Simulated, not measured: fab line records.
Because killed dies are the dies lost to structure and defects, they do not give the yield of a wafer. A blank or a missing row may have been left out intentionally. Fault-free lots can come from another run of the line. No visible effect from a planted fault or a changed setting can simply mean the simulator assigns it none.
Matching of chambers + flow gf180mcu + GF_CONTACT_CVD_02 on pecvd-02 has 3 sister chambers
The step deposits SiO2 from TEOS, target thk 860 nm, time 95.992 s. 14 wafers are shown with their chamber, then 7 later ones without.

## WAFERS PAIRED WITH THEIR CHAMBERS
| wafer  | chamber | heater_power_w (W) |
|--------|---------|--------------------|
| L917.3 | 0       | 734                |
| L917.4 | 2       | 739                |
| L917.5 | 1       | 743                |
| L920.2 | 0       | 682                |
| L920.3 | 1       | 727                |
| L920.5 | 1       | 775                |
| L922.1 | 1       | 690                |
| L922.2 | 0       | 716                |
| L922.6 | 0       | 734                |
| L933.3 | 1       | 683                |
| L933.4 | 0       | 687                |
| L933.5 | 1       | 705                |
| L935.1 | 2       | 747                |
| L935.2 | 0       | 654                |

SIGNATURES (means of the wafers above)
| reading        | chamber 0 | chamber 1 | chamber 2 | scatter within a chamber |
|----------------|-----------|-----------|-----------|--------------------------|
| heater_power_w | 701.17    | 720.50    | 743.00    | 32                       |
Rule: for each reading, subtract the chamber's mean from the wafer's reading, divide by that reading's scatter and square the result; add these up over the readings and take the root, which gives the wafer's distance from the chamber. The wafer belongs to the nearest chamber; if the next one is less than 2 further off, it can't be placed. The scatter is the square root of a quotient: the sum, over the shown wafers, of each reading's squared deviation from its chamber's mean, divided by wafers minus chambers.

## WAFERS WHOSE CHAMBER IS MISSING
| wafer  | heater_power_w (W) |
|--------|--------------------|
| L935.3 | 764                |
| L937.3 | 717                |
| L937.5 | 630                |
| L937.6 | 581                |
| L939.1 | 687                |
| L939.4 | 736                |
| L939.5 | 606                |

## CHAMBER TAKEN BY EACH
| wafer  | from the rows above          | in truth |
|--------|------------------------------|----------|
| L935.3 | can't be placed: 2 or 1 or 0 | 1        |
| L937.3 | can't be placed: 1 or 0 or 2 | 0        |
| L937.5 | can't be placed: 0 or 1 or 2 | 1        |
| L937.6 | can't be placed: 0 or 1 or 2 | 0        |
| L939.1 | can't be placed: 0 or 1 or 2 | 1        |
| L939.4 | can't be placed: 2 or 1 or 0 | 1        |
| L939.5 | can't be placed: 0 or 1 or 2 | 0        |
Placed correctly: 0 of 7. Unplaceable from these rows: 7, with the true chamber sitting among the candidates in 7. Wrongly placed: 0.
